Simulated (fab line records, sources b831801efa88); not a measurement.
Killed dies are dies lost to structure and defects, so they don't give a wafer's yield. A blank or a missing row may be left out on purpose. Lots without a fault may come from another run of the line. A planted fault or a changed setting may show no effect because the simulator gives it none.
fab line records | flow gf180mcu
record lots=13 wafers=39 last_day=34
route steps=602 shown V5@555 PASSIVATION@598
lots that met no fault: from a run of the same line without faults
start_h: hours from the record's first day to the start of the lot's first wafer shown | wait_h: hours since the lot's step before | " the same as in the row above | L1.1+2: a row that stands for several wafers | - no value, or no start given | * or withheld: withheld | < > ~ a bound
route shown NAME@n: a module of which the file shows steps, and the number in the route of the first | usual: mean/standard deviation of fault-free wafers | same: alike in all rows | chamber/n: place in a boat | sites: the reading at each site | _std_site: their standard deviation | _edge_site: outer sites' mean less inner sites' | radius_mm: how far each site lies from the wafer's centre | mask NAME#n: copy n | behind: the tool/chamber that last shaped the wafer | hold: why the lot was held/for how many hours/how that ended | device: the transistor (n, p or np) that didn't switch | end of line: the same wafers' tests at the end of the route | a step without rows: its recipe alone | killed: dies lost to structure and defects at the first sort, not the wafer's yield | map: a wafer's dies, x killed, . not, _ none there
set.NAME: the setting as run; set.NAME@STEP: as run at that earlier step | model.NAME: the simulator's own value behind a step, which no gauge read
steps of the route over a sample of lots; a table a step, a row a wafer
services: from which hour (start_h, from the record's first day; less than 0 if before it) a tool's chamber was out of use, for how many hours, and why
## steps
# step GF_V5_OVL_MEAS_15
# usual V5_OVL=-5/4.8
# columns lot.wafer tool chamber start_h wait_h V5_OVL[nm]
L792.3 overlay-01 - 634.35 0.1 -2
L792.5 " - " " -3
L792.6 " - " " -7
L793.1 overlay-02 - 635.64 0.1 -12
L793.2 " - " " -4
L793.5 " - " " -15
L794.1 overlay-02 - 646.87 0.1 -2
L794.2 " - " " 0
L794.5 " - " " -3
L795.1 overlay-02 - 650.87 0.1 -5
L795.3 " - " " -3
L795.5 " - " " -1
L796.2 overlay-01 - 658.37 0.1 -3
L796.3 " - " " -7
L796.5 " - " " -4
L797.1 overlay-02 - 666.59 0.1 1
L797.3 " - " " 5
L797.6 " - " " 2
L804.1 overlay-01 - 719.74 0.1 -9
L804.2 " - " " -7
L804.3 " - " " -11
L808.2 overlay-02 - 746.27 0.1 -6
L808.3 " - " " -7
L808.6 " - " " -1
L809.3 overlay-02 - 748.05 0.1 -1
L809.5 " - " " -10
L809.6 " - " " -13
L810.3 overlay-02 - 754.58 0.1 -8
L810.4 " - " " -11
L810.6 " - " " -15
L811.1 overlay-01 - 758.77 0.1 -9
L811.5 " - " " -7
L811.6 " - " " -16
L813.1 overlay-02 - 771.57 0.1 0
L813.4 " - " " -6
L813.5 " - " " 0
L814.2 overlay-02 - 777.82 0.1 -3
L814.4 " - " " -6
L814.5 " - " " -11
# step GF_V5_ETCH_17
# recipe chemistry=C4F8/O2/Ar mask_material=KrF target=SiO2 stop_on=TiN source_w=1500 bias_w=1200 pressure_mtorr=40 c4f8_flow_sccm=withheld O2_flow_sccm=6 Ar_flow_sccm=300 time_s=withheld target_depth_a=8550
# usual oes_product_au=0.859/0.0046
# columns lot.wafer tool chamber start_h wait_h oes_product_au
L792.3 rie_diel-02 0 - - 0.850
L792.5 " 2 " " 0.857
L792.6 " 1 " " 0.857
L793.1 rie_diel-03 2 - - 0.855
L793.2 " 0 " " 0.861
L793.5 " 0 " " 0.857
L794.1 rie_diel-01 1 - - 0.860
L794.2 " 0 " " 0.867
L794.5 " 1 " " 0.862
L795.1 rie_diel-01 1 - - 0.864
L795.3 " 2 " " 0.858
L795.5 " 3 " " 0.860
L796.2 rie_diel-03 1 - - 0.864
L796.3 " 2 " " 0.857
L796.5 " 0 " " 0.858
L797.1 rie_diel-01 1 - - 0.862
L797.3 " 2 " " 0.860
L797.6 " 2 " " 0.867
L804.1 rie_diel-01 2 - - 0.863
L804.2 " 1 " " 0.857
L804.3 " 0 " " 0.862
L808.2 rie_diel-01 1 - - 0.869
L808.3 " 3 " " 0.862
L808.6 " 1 " " 0.864
L809.3 rie_diel-02 1 - - 0.858
L809.5 " 3 " " 0.860
L809.6 " 2 " " 0.857
L810.3 rie_diel-01 1 - - 0.863
L810.4 " 0 " " 0.867
L810.6 " 0 " " 0.861
L811.1 rie_diel-03 3 - - 0.862
L811.5 " 2 " " 0.868
L811.6 " 1 " " 0.858
L813.1 rie_diel-02 0 - - 0.860
L813.4 " 1 " " 0.851
L813.5 " 3 " " 0.865
L814.2 rie_diel-02 1 - - 0.852
L814.4 " 0 " " 0.868
L814.5 " 1 " " 0.860
# step GF_V5_SPUTTER_22
# recipe material=TiN target_thk_nm=10 chamber_pressure_pa=5 power_w=4000 time_s=40
# usual chamber_pressure_pa=5.000/0.0098 throttle_valve_pct=29.5/0.95
# columns lot.wafer tool chamber start_h wait_h chamber_pressure_pa throttle_valve_pct
L792.3 pvd_sputter-02 - 635.70 0.0 5.007 29.9
L792.5 " - " " 4.998 29.2
L792.6 " - " " 5.007 31.6
L793.1 pvd_sputter-04 - 636.83 0.0 4.998 28.4
L793.2 " - " " 4.997 27.9
L793.5 " - " " 5.015 29.1
L794.1 pvd_sputter-04 - 647.66 0.0 4.998 29.9
L794.2 " - " " 5.011 27.8
L794.5 " - " " 5.005 28.1
L795.1 pvd_sputter-04 - 651.70 0.0 4.994 28.1
L795.3 " - " " 5.004 28.9
L795.5 " - " " 4.995 28.1
L796.2 pvd_sputter-03 - 659.24 0.0 5.019 30.9
L796.3 " - " " 5.004 29.9
L796.5 " - " " 5.008 29.5
L797.1 pvd_sputter-04 - 667.37 0.0 4.987 29.0
L797.3 " - " " 4.994 28.7
L797.6 " - " " 5.007 30.0
L804.1 pvd_sputter-03 - 720.52 0.0 5.000 29.8
L804.2 " - " " 4.994 30.3
L804.3 " - " " 4.994 30.8
L808.2 pvd_sputter-03 - 747.06 0.0 5.000 28.9
L808.3 " - " " 4.990 30.3
L808.6 " - " " 4.999 29.7
L809.3 pvd_sputter-04 - 748.85 0.0 5.015 28.8
L809.5 " - " " 5.003 28.1
L809.6 " - " " 4.989 29.0
L810.3 pvd_sputter-03 - 755.35 0.0 4.998 30.4
L810.4 " - " " 5.005 29.9
L810.6 " - " " 4.992 29.8
L811.1 pvd_sputter-04 - 759.56 0.0 5.009 28.3
L811.5 " - " " 5.016 28.9
L811.6 " - " " 5.021 28.5
L813.1 pvd_sputter-02 - 772.35 0.0 4.998 29.2
L813.4 " - " " 5.007 29.5
L813.5 " - " " 5.010 29.5
L814.2 pvd_sputter-02 - 778.60 0.0 4.995 29.8
L814.4 " - " " 4.995 32.0
L814.5 " - " " 4.992 31.5
# step GF_PASSIVATION_ETCH_11
# recipe chemistry=CF4/O2 target_depth_nm=1800 stop_on=TiN source_w=800 bias_w=150 pressure_mtorr=150 cf4_flow_sccm=80 O2_flow_sccm=10 time_s=390.4
# usual drypump_motor_current_A=5.7/0.47 oes_product_au=0.975/0.0066 throttle_valve_pct=5.964/0.009
# columns lot.wafer tool chamber start_h wait_h drypump_motor_current_A oes_product_au rf_hours_counter_h throttle_valve_pct
L792.3 rie_diel-02 1 676.95 - 5.7 0.967 14 5.970
L792.5 " 0 " " 5.4 0.977 - 5.987
L792.6 " 1 " " 5.6 0.978 - 5.976
L793.1 rie_diel-04 1 678.07 - 5.5 0.973 39 5.956
L793.2 " 0 " " 5.8 0.962 9 5.955
L793.5 " 2 " " 6.5 0.978 - 5.972
L794.1 rie_diel-02 3 688.40 - 4.9 0.965 30 5.970
L794.2 " 2 " " 5.4 0.975 1 5.960
L794.5 " 2 " " 5.4 0.981 - 5.953
L795.1 rie_diel-04 0 691.77 - 5.8 0.976 10 5.956
L795.3 " 2 " " 6.5 0.973 11 5.966
L795.5 " 3 " " 5.3 0.977 - 5.964
L796.2 rie_diel-04 1 698.65 - 5.6 0.967 40 5.971
L796.3 " 3 " " 5.3 0.979 15 5.959
L796.5 " 0 " " 5.9 0.980 - 5.964
L797.1 rie_diel-04 2 706.77 - 6.5 0.976 12 5.967
L797.3 " 3 " " 5.3 0.969 15 5.970
L797.6 " 1 " " 5.5 0.982 - 5.954
L804.1 rie_diel-03 3 755.80 - 5.9 0.899 1 5.942
L804.2 " 1 " " 5.2 0.964 30 5.964
L804.3 " 0 " " 6.6 0.969 12 5.945
L808.2 rie_diel-04 3 781.75 - 5.3 0.979 18 5.956
L808.3 " 2 " " 6.5 0.970 15 5.949
L808.6 " 1 " " 5.6 0.980 - 5.957
L809.3 rie_diel-04 3 782.75 - 5.3 0.984 19 5.969
L809.5 " 2 " " 6.5 0.976 - 5.960
L809.6 " 1 " " 5.6 0.982 - 5.974
L810.3 rie_diel-02 0 790.12 - 5.5 0.969 - 5.973
L810.4 " 1 " " 5.7 0.981 - 5.963
L810.6 " 0 " " 5.4 0.980 - 5.960
L811.1 rie_diel-04 3 793.07 - 5.3 0.964 19 5.973
L811.5 " 2 " " 6.5 0.984 - 5.976
L811.6 " 3 " " 5.3 0.982 - 5.963
L813.1 rie_diel-02 2 802.90 - 5.4 0.967 6 5.964
L813.4 " 2 " " 5.4 0.978 - 5.966
L813.5 " 0 " " 5.5 0.973 - 5.965
L814.2 rie_diel-02 1 809.72 - 5.7 0.967 22 5.949
L814.4 " 1 " " 5.7 0.971 - 5.960
L814.5 " 0 " " 5.5 0.980 - 5.947
# step GF_PASSIVATION_STRIP_12
# recipe chemistry=O2/N2 power_w=1400 pressure_mtorr=1500 platen_temp_c=250 o2_flow_sccm=3000 n2_flow_sccm=300 overash_fraction=0.5
# usual drypump_motor_current_A=5.4/0.38 heater_power_w=344/53 oes_product_au=0.719/0.0046 strip_time_to_endpoint_s=35.13/0.22
# same overash_fraction=0.5
# columns lot.wafer tool chamber start_h wait_h drypump_motor_current_A heater_power_w oes_product_au rf_hours_counter_h strip_time_to_endpoint_s
L792.3 plasma_asher-03 1 677.22 0.2 5.6 268 0.721 - 35.16
L792.5 " 1 " " 5.6 272 0.728 - 35.36
L792.6 " 0 " " 5.5 441 0.710 - 35.22
L793.1 plasma_asher-04 1 678.31 0.1 4.8 328 0.719 88 35.03
L793.2 " 0 " " 5.6 340 0.723 88 35.04
L793.5 " 0 " " 5.6 338 0.719 - 34.83
L794.1 plasma_asher-04 0 688.64 0.1 5.6 339 0.723 89 35.40
L794.2 " 1 " " 4.9 326 0.719 89 35.29
L794.5 " 1 " " 4.9 321 0.723 - 35.37
L795.1 plasma_asher-02 1 692.01 0.1 5.3 361 0.716 108 35.16
L795.3 " 1 " " 5.3 360 0.712 - 34.92
L795.5 " 0 " " 6.2 363 0.720 - 35.11
L796.2 plasma_asher-04 0 698.89 0.1 5.6 340 0.719 90 35.38
L796.3 " 1 " " 4.9 318 0.718 - 35.18
L796.5 " 1 " " 4.8 327 0.711 - 35.08
L797.1 plasma_asher-03 1 707.01 0.1 5.6 277 0.721 27 35.06
L797.3 " 0 " " 5.5 445 0.726 - 35.34
L797.6 " 0 " " 5.5 448 0.717 - 35.27
L804.1 plasma_asher-04 0 756.04 0.1 5.6 343 0.720 96 37.08
L804.2 " 1 " " 4.9 312 0.710 96 35.09
L804.3 " 1 " " 4.8 320 0.718 - 35.23
L808.2 plasma_asher-04 1 781.99 0.1 4.8 319 0.719 99 35.37
L808.3 " 0 " " 5.6 345 0.715 - 35.31
L808.6 " 1 " " 4.9 322 0.722 - 35.43
L809.3 plasma_asher-03 1 783.02 0.2 5.6 268 0.725 - 35.35
L809.5 " 1 " " 5.6 271 0.716 - 35.17
L809.6 " 0 " " 5.5 442 0.714 - 35.22
L810.3 plasma_asher-02 0 790.39 0.2 6.2 356 0.717 - 35.23
L810.4 " 1 " " 5.3 354 0.715 - 35.10
L810.6 " 1 " " 5.3 354 0.713 - 35.20
L811.1 plasma_asher-04 1 793.31 0.1 4.9 326 0.716 100 35.43
L811.5 " 1 " " 4.9 323 0.721 - 35.00
L811.6 " 0 " " 5.6 336 0.720 - 35.35
L813.1 plasma_asher-02 1 803.14 0.1 5.3 350 0.721 6 34.85
L813.4 " 0 " " 6.2 336 0.715 - 34.75
L813.5 " 0 " " 6.2 354 0.723 - 34.84
L814.2 plasma_asher-02 1 809.95 0.1 5.3 351 0.723 7 35.16
L814.4 " 1 " " 5.3 353 0.713 - 35.06
L814.5 " 1 " " 5.3 345 0.717 - 35.26
## services
# columns tool chamber start_h hours kind
rie_diel-02 2 612.95 9.3 repair
plasma_asher-03 - 618.97 1.0 repair
rie_diel-01 0 620.30 9.3 repair
rie_diel-01 3 632.60 2.4 repair
plasma_asher-03 - 636.30 13.7 repair
plasma_asher-03 - 650.24 1.3 repair
plasma_asher-02 - 659.48 10.8 repair
rie_diel-03 - 667.44 1.3 repair
plasma_asher-02 - 669.82 0.8 repair
pvd_sputter-03 - 693.70 4.3 repair
plasma_asher-02 - 698.08 3.5 repair
plasma_asher-02 - 714.18 0.5 repair
plasma_asher-02 - 721.10 1.4 repair
rie_diel-03 - 725.07 1.1 repair
rie_diel-02 3 726.50 3.8 repair
plasma_asher-02 - 733.75 9.0 pm
rie_diel-02 2 734.69 2.6 repair
rie_diel-03 1 735.74 10.5 repair
rie_diel-03 3 738.03 11.5 repair
rie_diel-02 - 755.76 0.7 repair
rie_diel-01 - 765.73 2.8 pm
rie_diel-02 3 773.94 37.2 repair
rie_diel-02 2 778.20 16.0 repair
rie_diel-04 0 779.32 10.3 repair
## key
first_sign step=GF_PASSIVATION_ETCH_11 reading=oes_product_au direction=down sigmas=12 usual=0.975 struck=0.899
effect step=GF_PASSIVATION_STRIP_12 reading=strip_time_to_endpoint_s direction=up sigmas=8.8 usual=* struck=*
met_at GF_PASSIVATION_ETCH_11
struck_lots L804
struck_wafers L804.1
later_rows_left_out L804.1
sort_left_out L804.1
not_acting_at GF_V5_OVL_MEAS_15,GF_V5_ETCH_17,GF_V5_SPUTTER_22
fault kind=process_parameter_drift tool=rie_diel-03 chamber=3 onset_h=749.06 steps=GF_PASSIVATION_ETCH_11 channel=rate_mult offset=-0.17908 shape=step end_h=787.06
# sort_left_out: the simulated sort isn't trusted on such a fault, so these wafers' sort isn't shown, and their yield isn't known
# later_rows_left_out: the simulator's readings of these wafers behind a module that went badly wrong aren't trusted and aren't shown, but for the sort
